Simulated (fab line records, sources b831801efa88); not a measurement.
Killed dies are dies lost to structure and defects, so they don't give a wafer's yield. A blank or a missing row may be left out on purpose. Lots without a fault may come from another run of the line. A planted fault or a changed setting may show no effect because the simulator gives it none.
fab line records | flow gf180mcu
record lots=14 wafers=42 last_day=35
route steps=602 shown SAB@265 CONTACT@287
lots that met no fault: from a run of the same line without faults
start_h: hours from the record's first day to the start of the lot's first wafer shown | wait_h: hours since the lot's step before | " the same as in the row above | L1.1+2: a row that stands for several wafers | - no value, or no start given | * or withheld: withheld | < > ~ a bound
route shown NAME@n: a module of which the file shows steps, and the number in the route of the first | usual: mean/standard deviation of fault-free wafers | same: alike in all rows | chamber/n: place in a boat | sites: the reading at each site | _std_site: their standard deviation | _edge_site: outer sites' mean less inner sites' | radius_mm: how far each site lies from the wafer's centre | mask NAME#n: copy n | behind: the tool/chamber that last shaped the wafer | hold: why the lot was held/for how many hours/how that ended | device: the transistor (n, p or np) that didn't switch | end of line: the same wafers' tests at the end of the route | a step without rows: its recipe alone | killed: dies lost to structure and defects at the first sort, not the wafer's yield | map: a wafer's dies, x killed, . not, _ none there
set.NAME: the setting as run; set.NAME@STEP: as run at that earlier step | model.NAME: the simulator's own value behind a step, which no gauge read
steps of the route over a sample of lots; a table a step, a row a wafer
services: from which hour (start_h, from the record's first day; less than 0 if before it) a tool's chamber was out of use, for how many hours, and why
## steps
# step GF_SAB_THK_MEAS_01
# recipe reads=SiO2_of_SAB_CVD_00
# usual SAB_CVD_00_THK=49.7/0.92
# columns lot.wafer tool chamber start_h wait_h SAB_CVD_00_THK[nm]
L227.1 film_metro-01 - 331.70 0.0 48.4
L227.2 " - " " 49.6
L227.4 " - " " 49.8
L228.1 film_metro-04 - 347.25 0.0 49.0
L228.3 " - " " 47.2
L228.4 " - " " 49.7
L230.3 film_metro-01 - 359.12 0.0 49.2
L230.4 " - " " 49.5
L230.5 " - " " 49.9
L231.4 film_metro-02 - 364.63 0.0 50.3
L231.5 " - " " 50.0
L231.6 " - " " 51.0
L232.2 film_metro-02 - 381.37 0.0 48.7
L232.3 " - " " 48.2
L232.6 " - " " 49.4
L233.1 film_metro-01 - 389.26 0.0 49.4
L233.2 " - " " 49.4
L233.6 " - " " 50.3
L236.1 film_metro-01 - 413.44 0.0 48.3
L236.2 " - " " 47.7
L236.3 " - " " 48.4
L241.2 film_metro-01 - 455.71 0.0 48.7
L241.4 " - " " 50.0
L241.6 " - " " 49.6
L242.1 film_metro-01 - 460.42 0.0 49.7
L242.2 " - " " 48.7
L242.3 " - " " 51.0
L243.1 film_metro-01 - 471.86 0.0 48.6
L243.2 " - " " 49.2
L243.5 " - " " 48.6
L244.1 film_metro-01 - 481.49 0.0 49.1
L244.5 " - " " 50.0
L244.6 " - " " 50.3
L245.1 film_metro-01 - 485.40 0.0 48.3
L245.2 " - " " 48.2
L245.5 " - " " 49.0
L247.3 film_metro-01 - 505.53 0.0 49.4
L247.4 " - " " 50.0
L247.6 " - " " 50.8
L248.1 film_metro-04 - 517.17 0.0 50.7
L248.4 " - " " 50.1
L248.5 " - " " 50.8
# step GF_SAB_STRIP_13
# recipe chemistry=O2/N2 power_w=1400 pressure_mtorr=1500 platen_temp_c=250 o2_flow_sccm=3000 n2_flow_sccm=300 overash_fraction=0.5
# usual drypump_motor_current_A=5.9/0.53 heater_power_w=356/52 oes_product_au=0.710/0.0047 strip_time_to_endpoint_s=12.62/0.034
# columns lot.wafer tool chamber start_h wait_h drypump_motor_current_A heater_power_w oes_product_au rf_hours_counter_h strip_time_to_endpoint_s
L227.1 plasma_asher-02 0 353.34 0.0 6.4 398 0.715 26 12.65
L227.2 " 1 " " 6.3 331 0.720 26 12.65
L227.4 " 0 " " 6.4 393 0.709 - 12.65
L228.1 plasma_asher-02 0 369.91 0.0 6.4 398 0.704 28 12.63
L228.3 " 1 " " 6.3 341 0.706 - 12.65
L228.4 " 0 " " 6.3 401 0.715 - 12.62
L230.3 plasma_asher-01 0 382.09 0.0 5.0 357 0.711 - 12.66
L230.4 " 1 " " 5.4 398 0.710 - 12.63
L230.5 " 1 " " 5.4 391 0.704 - 12.71
L231.4 plasma_asher-02 0 388.00 0.0 6.4 400 0.709 - 12.60
L231.5 " 1 " " 6.3 332 0.709 - 12.66
L231.6 " 0 " " 6.4 402 0.703 - 12.68
L232.2 plasma_asher-01 0 405.36 0.0 5.0 345 0.710 63 12.62
L232.3 " 0 " " 5.0 364 0.715 - 12.66
L232.6 " 1 " " 5.4 393 0.711 - 12.61
L233.1 plasma_asher-01 0 413.31 0.0 5.0 361 0.715 64 12.61
L233.2 " 1 " " 5.4 390 0.714 64 12.58
L233.6 " 1 " " 5.4 396 0.706 - 12.57
L236.1 plasma_asher-03 0 437.81 0.0 6.3 386 0.715 1 12.64
L236.2 " 1 " " 6.2 221 0.716 1 12.67
L236.3 " 1 " " 6.2 223 0.704 - 12.66
L241.2 plasma_asher-02 0 480.11 0.0 6.4 389 0.716 40 12.63
L241.4 " 1 " " 6.3 330 0.711 - 12.62
L241.6 " 0 " " 6.3 391 0.702 - 12.60
L242.1 plasma_asher-01 1 485.36 0.0 5.4 395 0.710 68 12.63
L242.2 " 0 " " 5.0 361 0.716 68 12.60
L242.3 " 1 " " 5.4 391 0.704 - 12.62
L243.1 plasma_asher-01 1 495.65 0.0 5.4 394 0.709 69 12.63
L243.2 " 0 " " 5.0 360 0.709 69 12.71
L243.5 " 1 " " 5.4 395 0.714 - 12.68
L244.1 plasma_asher-01 1 505.45 0.0 5.4 396 0.705 70 12.63
L244.5 " 1 " " 5.4 394 0.705 - 12.64
L244.6 " 0 " " 5.0 354 0.718 - 12.65
L245.1 plasma_asher-01 1 509.25 0.0 5.4 392 0.700 71 12.61
L245.2 " 0 " " 5.0 357 0.708 71 12.61
L245.5 " 1 " " 5.4 393 0.710 - 12.60
L247.3 plasma_asher-02 1 528.24 0.0 6.3 320 0.710 - 12.60
L247.4 " 0 " " 6.3 391 0.710 - 12.60
L247.6 " 1 " " 6.3 332 0.704 - 12.63
L248.1 plasma_asher-01 0 540.60 0.0 5.0 358 0.710 74 12.56
L248.4 " 0 " " 5.0 365 0.712 - 12.57
L248.5 " 1 " " 5.4 392 0.717 - 12.55
# step GF_CONTACT_CVD_00
# recipe material=SiO2 target_thk_nm=300 sigma_open_frac=0.3 temp_c=400 time_s=50 sih4_flow_sccm=60 pressure_mtorr=6
# columns lot.wafer tool chamber start_h wait_h
L227.1+2+4 hdpcvd-01 0,2,1 354.07 0.1
L228.1+3+4 hdpcvd-01 0,1,1 370.76 0.1
L230.3+4+5 hdpcvd-01 1,1,2 382.76 0.1
L231.4+5+6 hdpcvd-02 1,0,1 388.70 0.1
L232.2+3+6 hdpcvd-01 0,2,2 406.11 0.1
L233.1+2+6 hdpcvd-01 1,2,0 414.16 0.1
L233.1+2+6 hdpcvd-01 1,2,0 414.37 0.2
L236.1+2+3 hdpcvd-01 0,2,1 438.54 0.1
L241.2+4+6 hdpcvd-01 2,1,0 480.83 0.1
L241.2+4+6 hdpcvd-01 2,1,0 481.04 0.2
L242.1+2+3 hdpcvd-02 2,0,1 486.07 0.1
L243.1+2+5 hdpcvd-02 0,1,2 496.37 0.1
L244.1+5+6 hdpcvd-01 0,0,1 506.17 0.1
L245.1+2+5 hdpcvd-01 2,1,0 509.97 0.1
L247.3+4+6 hdpcvd-01 1,0,2 528.93 0.1
L248.1+4+5 hdpcvd-01 0,1,2 541.31 0.1
# step GF_CONTACT_THK_MEAS_01
# recipe reads=SiO2_of_CONTACT_CVD_00
# usual CONTACT_CVD_00_THK=299/4.3
# columns lot.wafer tool chamber start_h wait_h CONTACT_CVD_00_THK[nm]
L227.1 film_metro-02 - 354.11 0.0 301
L227.2 " - " " 298
L227.4 " - " " 303
L228.1 film_metro-04 - 370.80 0.0 294
L228.3 " - " " 296
L228.4 " - " " 295
L230.3 film_metro-02 - 382.83 0.0 302
L230.4 " - " " 296
L230.5 " - " " 295
L231.4 film_metro-04 - 388.77 0.1 305
L231.5 " - " " 309
L231.6 " - " " 304
L232.2 film_metro-02 - 406.16 0.0 298
L232.3 " - " " 295
L232.6 " - " " 292
L233.1 film_metro-02 - 414.42 0.0 594
L233.2 " - " " 592
L233.6 " - " " 600
L236.1 film_metro-04 - 438.58 0.0 303
L236.2 " - " " 297
L236.3 " - " " 297
L241.2 film_metro-04 - 481.09 0.0 592
L241.4 " - " " 599
L241.6 " - " " 603
L242.1 film_metro-03 - 486.12 0.0 295
L242.2 " - " " 311
L242.3 " - " " 301
L243.1 film_metro-02 - 496.41 0.0 306
L243.2 " - " " 304
L243.5 " - " " 290
L244.1 film_metro-04 - 506.21 0.0 301
L244.5 " - " " 302
L244.6 " - " " 299
L245.1 film_metro-02 - 510.01 0.0 295
L245.2 " - " " 295
L245.5 " - " " 299
L247.3 film_metro-04 - 529.00 0.0 297
L247.4 " - " " 300
L247.6 " - " " 299
L248.1 film_metro-03 - 541.36 0.0 303
L248.4 " - " " 297
L248.5 " - " " 304
# step GF_CONTACT_ETCH_17
# recipe chemistry=C4F8/O2/Ar mask_material=KrF target=SiO2 stop_on=CoSi2 source_w=1500 bias_w=1200 pressure_mtorr=40 c4f8_flow_sccm=withheld O2_flow_sccm=6 Ar_flow_sccm=300 time_s=withheld target_depth_a=8600
# usual oes_product_au=0.815/0.0049
# columns lot.wafer tool chamber start_h wait_h oes_product_au
L227.1 rie_diel-01 3 - - 0.813
L227.2 " 2 " " 0.813
L227.4 " 1 " " 0.809
L228.1 rie_diel-03 0 - - 0.817
L228.3 " 1 " " 0.823
L228.4 " 1 " " 0.809
L230.3 rie_diel-01 1 - - 0.812
L230.4 " 3 " " 0.819
L230.5 " 3 " " 0.813
L231.4 rie_diel-02 1 - - 0.820
L231.5 " 1 " " 0.823
L231.6 " 2 " " 0.809
L232.2 rie_diel-01 0 - - 0.818
L232.3 " 2 " " 0.816
L232.6 " 0 " " 0.809
L233.1 rie_diel-02 3 - - 0.969
L233.2 " 1 " " 0.955
L233.6 " 2 " " 0.959
L236.1 rie_diel-03 2 - - 0.818
L236.2 " 3 " " 0.823
L236.3 " 1 " " 0.811
L241.2 rie_diel-01 2 - - 0.955
L241.4 " 3 " " 0.970
L241.6 " 1 " " 0.966
L242.1 rie_diel-01 3 - - 0.808
L242.2 " 2 " " 0.817
L242.3 " 1 " " 0.811
L243.1 rie_diel-01 2 - - 0.815
L243.2 " 0 " " 0.819
L243.5 " 3 " " 0.803
L244.1 rie_diel-01 0 - - 0.805
L244.5 " 0 " " 0.815
L244.6 " 1 " " 0.811
L245.1 rie_diel-03 1 - - 0.811
L245.2 " 2 " " 0.811
L245.5 " 0 " " 0.822
L247.3 rie_diel-03 1 - - 0.816
L247.4 " 3 " " 0.820
L247.6 " 1 " " 0.821
L248.1 rie_diel-03 3 - - 0.829
L248.4 " 1 " " 0.809
L248.5 " 3 " " 0.815
# step GF_CONTACT_THK_MEAS_26
# recipe thk_meas_gauge=xrf reads=W_of_CONTACT_CVD_24
# usual CONTACT_W_THK=300/4.5
# columns lot.wafer tool chamber start_h wait_h CONTACT_W_THK[nm]
L227.1 film_metro-03 - 378.25 0.1 297
L227.2 " - " " 302
L227.4 " - " " 297
L228.1 film_metro-03 - 395.47 0.1 298
L228.3 " - " " 301
L228.4 " - " " 297
L230.3 film_metro-03 - 410.80 0.1 295
L230.4 " - " " 290
L230.5 " - " " 292
L231.4 film_metro-03 - 413.90 0.1 293
L231.5 " - " " 298
L231.6 " - " " 293
L232.2 film_metro-04 - 432.26 0.1 300
L232.3 " - " " 302
L232.6 " - " " 300
L233.1 film_metro-02 - 440.65 0.1 301
L233.2 " - " " 304
L233.6 " - " " 301
L236.1 film_metro-03 - 465.34 0.1 302
L236.2 " - " " 299
L236.3 " - " " 300
L241.2 film_metro-04 - 506.55 0.1 300
L241.4 " - " " 298
L241.6 " - " " 300
L242.1 film_metro-03 - 511.69 0.1 303
L242.2 " - " " 309
L242.3 " - " " 305
L243.1 film_metro-02 - 522.06 0.1 297
L243.2 " - " " 303
L243.5 " - " " 300
L244.1 film_metro-02 - 531.16 0.1 293
L244.5 " - " " 294
L244.6 " - " " 294
L245.1 film_metro-02 - 534.25 0.1 296
L245.2 " - " " 293
L245.5 " - " " 293
L247.3 film_metro-04 - 553.36 0.1 303
L247.4 " - " " 307
L247.6 " - " " 302
L248.1 film_metro-03 - 565.35 0.1 301
L248.4 " - " " 301
L248.5 " - " " 301
## services
# columns tool chamber start_h hours kind
plasma_asher-03 - 362.82 4.3 repair
plasma_asher-02 - 370.41 2.8 pm
hdpcvd-02 2 371.53 23.2 repair
rie_diel-03 3 394.50 6.0 repair
rie_diel-02 3 394.79 9.0 repair
plasma_asher-03 - 421.28 9.0 pm
plasma_asher-01 - 422.33 28.1 pm
rie_diel-03 3 446.60 3.7 repair
rie_diel-03 1 450.34 11.0 repair
plasma_asher-03 - 465.66 3.8 repair
hdpcvd-01 - 477.56 2.8 pm
plasma_asher-01 - 500.36 2.8 pm
rie_diel-01 0 501.71 6.7 repair
plasma_asher-01 - 515.57 1.4 repair
rie_diel-03 0 520.44 1.8 repair
hdpcvd-02 - 539.25 15.0 pm
rie_diel-03 0 539.30 - clean
hdpcvd-02 0 546.86 8.0 repair
rie_diel-01 - 547.72 15.6 pm
plasma_asher-01 - 555.50 5.7 repair
rie_diel-02 2 558.52 8.8 repair
rie_diel-03 - 559.60 0.3 repair
rie_diel-01 - 564.14 2.4 repair
rie_diel-02 - 564.31 4.0 pm
## key
first_sign step=GF_CONTACT_CVD_00 reading=visit direction=added
effect step=GF_CONTACT_THK_MEAS_01 reading=CONTACT_CVD_00_THK direction=up sigmas=69 usual=299 struck=597
effect step=GF_CONTACT_ETCH_17 reading=oes_product_au direction=up sigmas=30 usual=0.815 struck=0.962
met_at GF_CONTACT_CVD_00
struck_lots L233,L241
sort_left_out L233.1,L233.2,L233.6,L241.2,L241.4,L241.6
tester_left_out L233,L241
not_acting_at GF_SAB_THK_MEAS_01,GF_SAB_STRIP_13,GF_CONTACT_THK_MEAS_26
fault kind=repeated_step_whole tool=hdpcvd-01,hdpcvd-02 chamber=- onset_h=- steps=GF_CONTACT_CVD_00 times=1 scope=struck_lots_only
# tester_left_out: of these lots the tester's yield and bins aren't shown, on N5 and GAA mostly nor the transistor test; their killed dies are dies lost to structure and defects alone, not to doping, threshold or leakage, so they don't give the yield
# sort_left_out: the simulated sort isn't trusted on such a fault, so these wafers' sort isn't shown, and their yield isn't known
